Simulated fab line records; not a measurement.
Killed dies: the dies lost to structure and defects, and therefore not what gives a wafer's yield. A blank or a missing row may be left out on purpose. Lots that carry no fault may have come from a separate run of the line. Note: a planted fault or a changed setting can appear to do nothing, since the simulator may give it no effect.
Split-lot study ; flow sky130 ; route with 708 steps; 5 lots, 23 wafers read

== ABOUT THE SPLIT ==
At SKY_METAL4_SPUTTER_03 (material Ti, target thk 5 nm, time 3.3 s), the setting power w was moved away from the recipe's 3000 W on 6 of the 23 wafers read, by -10.3% to +10.0%. The other wafers ran this setting at the recipe's value.

The split's own step is where the reading is taken.

== THE READING ==
Ti_of_METAL4_SPUTTER_03.thk nm (the simulator's own value, which no gauge read), in nm, at SKY_METAL4_SPUTTER_03 (material Ti, target thk 5 nm, time 3.3 s). There is no usual value for it anywhere in the file. Here, 17 wafers ran the recipe; their average is 5.043 nm with a standard deviation of 0.11 nm.

wafer;tool, chamber at the split;power w as run, W;against the recipe;Ti_of_METAL4_SPUTTER_03.thk nm, nm;against lot-mates on the recipe
L074.1;pvd sputter-04, -;3000;recipe;4.906;-
L074.2;pvd sputter-04, -;2690;-10.3%;4.351;-0.549
L074.4;pvd sputter-04, -;2690;-10.3%;4.332;-0.568
L074.5;pvd sputter-04, -;2690;-10.3%;4.361;-0.539
L074.6;pvd sputter-04, -;3000;recipe;4.895;-
L076.1;pvd sputter-04, -;3301;+10.0%;5.523;+0.562
L076.2;pvd sputter-04, -;3301;+10.0%;5.568;+0.607
L076.3;pvd sputter-04, -;3301;+10.0%;5.58;+0.619
L076.4;pvd sputter-04, -;3000;recipe;4.954;-
L076.5;pvd sputter-04, -;3000;recipe;4.968;-
L083.1;pvd sputter-04, -;3000;recipe;5.087;-
L083.2;pvd sputter-04, -;3000;recipe;5.144;-
L083.3;pvd sputter-04, -;3000;recipe;5.193;-
L083.4;pvd sputter-04, -;3000;recipe;5.209;-
L083.6;pvd sputter-04, -;3000;recipe;5.154;-
L080.1;pvd sputter-04, -;3000;recipe;5.142;-
L080.2;pvd sputter-04, -;3000;recipe;5.13;-
L080.3;pvd sputter-04, -;3000;recipe;5.154;-
L085.1;pvd sputter-04, -;3000;recipe;4.848;-
L085.2;pvd sputter-04, -;3000;recipe;5.053;-
L085.3;pvd sputter-04, -;3000;recipe;4.922;-
L085.4;pvd sputter-04, -;3000;recipe;5.037;-
L085.5;pvd sputter-04, -;3000;recipe;4.942;-

FIT RESULTS
A straight line over all 23 wafers: Ti_of_METAL4_SPUTTER_03.thk nm changes by +0.0594 nm for each +1% of power w; r = +0.95; the points scatter about the line by 0.11 nm.
The same after taking each lot's own level away (the mean of its wafers on the recipe; 23 wafers): +0.0564 nm for each +1%; r = +0.99; scatter 0.046 nm.
On that fit, the largest move of power w shifts the reading by 0.58 nm.
The span of the lots' own levels, 4.9005 to 5.1574 nm, comes to 2.3 times the standard deviation stated above.
The two slopes agree, so the slope changes little with the lot-to-lot level.
Check: with one of the wafers moved furthest among these (-10.3%) left out of the fit, the line predicts -0.581 nm for it against its lot-mates. Against them it came out at -0.549 nm.

== ADDITIONAL SPLITS CARRIED BY THESE WAFERS ==
Note: prior to the reading, these wafers also went through further splits. Each is held against what the fit with the lots' levels taken away leaves over:
other split on the same wafers;wafers away from the commonest value;r with Ti_of_METAL4_SPUTTER_03.thk nm (lot level and that fit taken away)
SKY_METAL3_DEVELOP_12 develop time s;8;-0.24
SKY_VIA3_COAT_06 resist thk nm;8;-0.11
SKY_VIA3_COAT_07 spin rpm;7;-0.06

== THE FILE'S OWN FIT ==
Ti_of_METAL4_SPUTTER_03.thk nm changes by +0.0563 nm for each +1% of power w, r = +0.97.
